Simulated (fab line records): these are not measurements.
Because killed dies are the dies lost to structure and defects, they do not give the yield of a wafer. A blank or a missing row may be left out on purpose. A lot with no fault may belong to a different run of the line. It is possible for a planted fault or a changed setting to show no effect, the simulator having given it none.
fab line records -- flow sky130 -- part 2 of 2: steps 27 to 36 of 36
record: lots: 5, wafers: 15, last_day: 51
route steps=708 shown VIA3@580 METAL4@598 CAP2M@603
lots with no fault: from the same line, run without faults
start_h: start of the lot's first displayed wafer, in hours after the record's first day -- wait_h: how many hours have passed since the lot's step before this one -- " unchanged from the row above -- L1.1+2: a single row standing in for several wafers -- - no value, or no start was given -- * or withheld: withheld -- < > ~ a bound
route shown NAME@n: NAME is a module with steps in the file, n the number in the route of the first one -- usual: average and standard deviation across the fault-free wafers -- same: alike in all rows -- chamber/n: place in a boat -- sites: each site's reading -- _std_site: their standard deviation -- _edge_site: inner sites' mean taken away from outer sites' mean -- radius_mm: how far each site lies from the wafer's centre -- mask NAME#n: copy n -- behind: the most recent tool/chamber to have shaped the wafer -- hold: why the lot was held/for how many hours/how that ended -- device: whichever transistor did not switch (one of n, p or np) -- end of line: the route-end tests of the same wafers -- for a step that has no rows: nothing shown but its recipe -- killed: not the wafer's yield, but the dies lost to structure and defects at the first sort -- map: the dies of a wafer, with x for killed, . for not killed, _ for no die there
set.NAME: the run value of the setting; set.NAME@STEP: its run value at that earlier step -- model.NAME: the simulator's own value behind a step, which no gauge read
lots seen at some steps along the route; tables by step, rows by wafer
services: from which hour (start_h, from the record's first day; less than 0 if before it) a tool's chamber was out of use, for how many hours, and why
== steps ==
step: SKY_CAP2M_RS_MEAS_03
recipe: thk_meas_gauge: four-point-probe, reads: TiN_of_CAP2M_SPUTTER_02
usual: CAP2M_TIN_RS: 6.91/0.077
lot.wafer,tool,chamber,start_h,wait_h,CAP2M_TIN_RS[ohm/sq]
L076.2,film_metro-01,-,963.17,0.1,6.77
L076.3,film_metro-01,-,963.17,0.1,6.82
L076.5,film_metro-01,-,963.17,0.1,6.79
L079.3,film_metro-01,-,988.94,0.1,7.02
L079.4,film_metro-01,-,988.94,0.1,6.90
L079.5,film_metro-01,-,988.94,0.1,6.90
L089.1,film_metro-04,-,1054.93,0.1,6.95
L089.2,film_metro-04,-,1054.93,0.1,6.81
L089.4,film_metro-04,-,1054.93,0.1,6.82
L095.3,film_metro-01,-,1092.10,0.1,6.87
L095.4,film_metro-01,-,1092.10,0.1,6.82
L095.6,film_metro-01,-,1092.10,0.1,6.93
L093.2,film_metro-02,-,1094.66,0.1,6.93
L093.5,film_metro-02,-,1094.66,0.1,6.96
L093.6,film_metro-02,-,1094.66,0.1,7.01
step: SKY_CAP2M_THK_MEAS_04
recipe: thk_meas_gauge: xrf, reads: TiN_of_CAP2M_SPUTTER_02
usual: CAP2M_TIN_THK: 202.0/3
lot.wafer,tool,chamber,start_h,wait_h,CAP2M_TIN_THK[nm]
L076.2,film_metro-01,-,963.28,0.1,204.7
L076.3,film_metro-01,-,963.28,0.1,203.4
L076.5,film_metro-01,-,963.28,0.1,204.5
L079.3,film_metro-01,-,989.04,0.1,196.7
L079.4,film_metro-01,-,989.04,0.1,199.6
L079.5,film_metro-01,-,989.04,0.1,200.2
L089.1,film_metro-04,-,1055.05,0.1,201.6
L089.2,film_metro-04,-,1055.05,0.1,206.4
L089.4,film_metro-04,-,1055.05,0.1,205.1
L095.3,film_metro-01,-,1092.20,0.1,200.8
L095.4,film_metro-01,-,1092.20,0.1,202.6
L095.6,film_metro-01,-,1092.20,0.1,199.3
L093.2,film_metro-02,-,1094.77,0.1,204.1
L093.5,film_metro-02,-,1094.77,0.1,203.0
L093.6,film_metro-02,-,1094.77,0.1,201.8
step: SKY_CAP2M_DEHYDRATE_05
recipe: temp_c: 200, time_s: 60
usual: exhaust_pa: 44.8/0.78
lot.wafer,tool,chamber,start_h,wait_h,exhaust_pa
L076.2,litho_track-03,0,974.55,11.3,45.7
L076.3,litho_track-03,0,974.55,11.3,44.9
L076.5,litho_track-03,0,974.55,11.3,45.2
L079.3,litho_track-02,0,1000.15,11.1,45.7
L079.4,litho_track-02,0,1000.15,11.1,46.0
L079.5,litho_track-02,0,1000.15,11.1,45.6
L089.1,litho_track-02,0,1066.35,11.3,43.4
L089.2,litho_track-02,0,1066.35,11.3,44.4
L089.4,litho_track-02,0,1066.35,11.3,44.6
L095.3,litho_track-03,0,1101.03,8.8,46.2
L095.4,litho_track-03,0,1101.03,8.8,45.7
L095.6,litho_track-03,0,1101.03,8.8,43.5
L093.2,litho_track-02,0,1104.17,9.4,44.9
L093.5,litho_track-02,0,1104.17,9.4,44.9
L093.6,litho_track-02,0,1104.17,9.4,44.8
step: SKY_CAP2M_HMDS_06
recipe: prime_time_s: 60, prime_temp_c: 120
usual: exhaust_pa: 44.9/0.8
lot.wafer,tool,chamber,start_h,wait_h,exhaust_pa
L076.2,litho_track-03,0,974.70,0.1,44.5
L076.3,litho_track-03,0,974.70,0.1,45.4
L076.5,litho_track-03,0,974.70,0.1,45.1
L079.3,litho_track-02,0,1000.30,0.1,44.5
L079.4,litho_track-02,0,1000.30,0.1,44.9
L079.5,litho_track-02,0,1000.30,0.1,42.7
L089.1,litho_track-02,0,1066.50,0.1,45.3
L089.2,litho_track-02,0,1066.50,0.1,46.1
L089.4,litho_track-02,0,1066.50,0.1,45.5
L095.3,litho_track-03,0,1101.18,0.1,44.8
L095.4,litho_track-03,0,1101.18,0.1,43.9
L095.6,litho_track-03,0,1101.18,0.1,44.9
L093.2,litho_track-02,0,1104.32,0.1,44.8
L093.5,litho_track-02,0,1104.32,0.1,45.8
L093.6,litho_track-02,0,1104.32,0.1,45.1
step: SKY_CAP2M_COAT_07
recipe: resist: NOVOLAK, spin_rpm: 3000, resist_thk_nm: 1140
usual: exhaust_pa: 45.0/0.83
lot.wafer,tool,chamber,start_h,wait_h,exhaust_pa
L076.2,litho_track-03,0,974.85,0.1,44.9
L076.3,litho_track-03,0,974.85,0.1,46.5
L076.5,litho_track-03,0,974.85,0.1,45.5
L079.3,litho_track-02,0,1000.45,0.1,45.2
L079.4,litho_track-02,0,1000.45,0.1,44.3
L079.5,litho_track-02,0,1000.45,0.1,44.4
L089.1,litho_track-02,0,1066.65,0.1,44.1
L089.2,litho_track-02,0,1066.65,0.1,44.2
L089.4,litho_track-02,0,1066.65,0.1,45.2
L095.3,litho_track-03,0,1101.33,0.1,44.7
L095.4,litho_track-03,0,1101.33,0.1,45.2
L095.6,litho_track-03,0,1101.33,0.1,43.7
L093.2,litho_track-02,0,1104.47,0.1,43.6
L093.5,litho_track-02,0,1104.47,0.1,44.9
L093.6,litho_track-02,0,1104.47,0.1,43.0
step: SKY_CAP2M_SOFTBAKE_08
recipe: temp_c: 90, time_s: 60, resist: NOVOLAK
usual: exhaust_pa: 45.1/0.82
lot.wafer,tool,chamber,start_h,wait_h,exhaust_pa
L076.2,litho_track-03,0,975.00,0.1,46.2
L076.3,litho_track-03,0,975.00,0.1,45.5
L076.5,litho_track-03,0,975.00,0.1,45.2
L079.3,litho_track-02,0,1000.60,0.1,44.8
L079.4,litho_track-02,0,1000.60,0.1,46.2
L079.5,litho_track-02,0,1000.60,0.1,45.5
L089.1,litho_track-02,0,1066.80,0.1,45.4
L089.2,litho_track-02,0,1066.80,0.1,46.7
L089.4,litho_track-02,0,1066.80,0.1,44.2
L095.3,litho_track-03,0,1101.48,0.1,44.5
L095.4,litho_track-03,0,1101.48,0.1,45.2
L095.6,litho_track-03,0,1101.48,0.1,45.3
L093.2,litho_track-02,0,1104.62,0.1,43.0
L093.5,litho_track-02,0,1104.62,0.1,44.8
L093.6,litho_track-02,0,1104.62,0.1,43.9
step: SKY_CAP2M_EXPOSE_09
recipe: mask_id: CAP2M, na: 0.6, source_shape: conventional, sigma_outer: 0.6, polarization: unpolarized, target_cd_nm: 1000, dose_mj: 159
same: na: 0.6
lot.wafer,tool,chamber,start_h,wait_h,mask
L076.2+3+5,iline_stepper-01,0,-,-,CAP2M#0
L079.3+4+5,iline_stepper-02,0,-,-,CAP2M#0
L089.1+2+4,iline_stepper-02,0,-,-,CAP2M#0
L095.3+4+6,iline_stepper-01,0,-,-,CAP2M#0
L093.2+5+6,iline_stepper-02,0,-,-,CAP2M#0
step: SKY_CAP2M_PEB_10
recipe: temp_c: withheld, time_s: *, resist: NOVOLAK
usual: exhaust_pa: 45.0/0.87
lot.wafer,tool,chamber,start_h,wait_h,exhaust_pa
L076.2,litho_track-04,0,-,-,45.3
L076.3,litho_track-04,0,-,-,46.2
L076.5,litho_track-04,0,-,-,44.6
L079.3,litho_track-02,0,-,-,45.8
L079.4,litho_track-02,0,-,-,45.2
L079.5,litho_track-02,0,-,-,46.3
L089.1,litho_track-03,0,-,-,43.2
L089.2,litho_track-03,0,-,-,44.8
L089.4,litho_track-03,0,-,-,44.3
L095.3,litho_track-04,0,-,-,45.7
L095.4,litho_track-04,0,-,-,45.0
L095.6,litho_track-04,0,-,-,45.5
L093.2,litho_track-04,0,-,-,46.4
L093.5,litho_track-04,0,-,-,45.3
L093.6,litho_track-04,0,-,-,45.7
step: SKY_CAP2M_DEVELOP_11
recipe: resist: NOVOLAK, developer: TMAH, develop_time_s: 60, dev_temp_c: 23
usual: exhaust_pa: 45.2/0.92
lot.wafer,tool,chamber,start_h,wait_h,exhaust_pa
L076.2,litho_track-04,0,986.69,0.1,46.2
L076.3,litho_track-04,0,986.69,0.1,44.5
L076.5,litho_track-04,0,986.69,0.1,45.7
L079.3,litho_track-02,0,1012.30,0.1,45.7
L079.4,litho_track-02,0,1012.30,0.1,44.6
L079.5,litho_track-02,0,1012.30,0.1,45.5
L089.1,litho_track-03,0,1077.28,0.1,44.5
L089.2,litho_track-03,0,1077.28,0.1,44.6
L089.4,litho_track-03,0,1077.28,0.1,43.4
L095.3,litho_track-04,0,1112.41,0.1,44.7
L095.4,litho_track-04,0,1112.41,0.1,45.6
L095.6,litho_track-04,0,1112.41,0.1,45.6
L093.2,litho_track-04,0,1115.49,0.1,45.7
L093.5,litho_track-04,0,1115.49,0.1,46.0
L093.6,litho_track-04,0,1115.49,0.1,44.7
step: SKY_CAP2M_OVL_MEAS_12
usual: CAP2M_OVL: -1.0/1.3
lot.wafer,tool,chamber,start_h,wait_h,CAP2M_OVL[nm]
L076.2,overlay-02,-,986.82,0.1,-2.5
L076.3,overlay-02,-,986.82,0.1,-3.5
L076.5,overlay-02,-,986.82,0.1,-3.8
L079.3,overlay-02,-,1012.41,0.1,-1.1
L079.4,overlay-02,-,1012.41,0.1,-0.2
L079.5,overlay-02,-,1012.41,0.1,-3.7
L089.1,overlay-01,-,1077.43,0.1,0.5
L089.2,overlay-01,-,1077.43,0.1,-0.3
L089.4,overlay-01,-,1077.43,0.1,-0.9
L095.3,overlay-01,-,1112.53,0.1,-1.1
L095.4,overlay-01,-,1112.53,0.1,-0.4
L095.6,overlay-01,-,1112.53,0.1,-0.1
L093.2,overlay-02,-,1115.62,0.1,-1.1
L093.5,overlay-02,-,1115.62,0.1,0.5
L093.6,overlay-02,-,1115.62,0.1,-0.2
== services ==
tool,chamber,start_h,hours,kind
krf_scanner-01,-,940.73,4.3,repair
plasma_asher-01,-,947.69,1.3,repair
krf_scanner-01,-,962.01,1.0,repair
cmp-01,-,969.76,14.7,pm
krf_scanner-01,-,973.12,1.3,pm
pvd_sputter-02,-,979.68,1.3,repair
krf_scanner-01,-,989.96,0.7,repair
krf_scanner-01,-,1009.06,1.0,pm
wet_bench-01,-,1026.50,0.6,repair
wet_bench-04,-,1027.57,3.2,repair
rie_diel-03,-,1028.05,0.4,repair
pvd_sputter-04,-,1031.10,4.0,repair
rie_diel-03,3,1039.49,2.2,repair
cmp-01,-,1042.16,0.9,repair
cmp-01,-,1046.11,2.8,pm
krf_scanner-01,-,1049.31,0.1,repair
rie_diel-03,1,1058.59,1.6,repair
pvd_sputter-04,-,1063.61,5.6,repair
krf_scanner-01,-,1069.07,0.8,pm
iline_stepper-02,-,1073.85,1.7,pm
pvd_sputter-03,-,1073.99,4.0,repair
rie_diel-03,-,1078.68,1.5,repair
iline_stepper-02,-,1081.15,2.1,pm
rie_diel-03,0,1104.20,5.0,repair
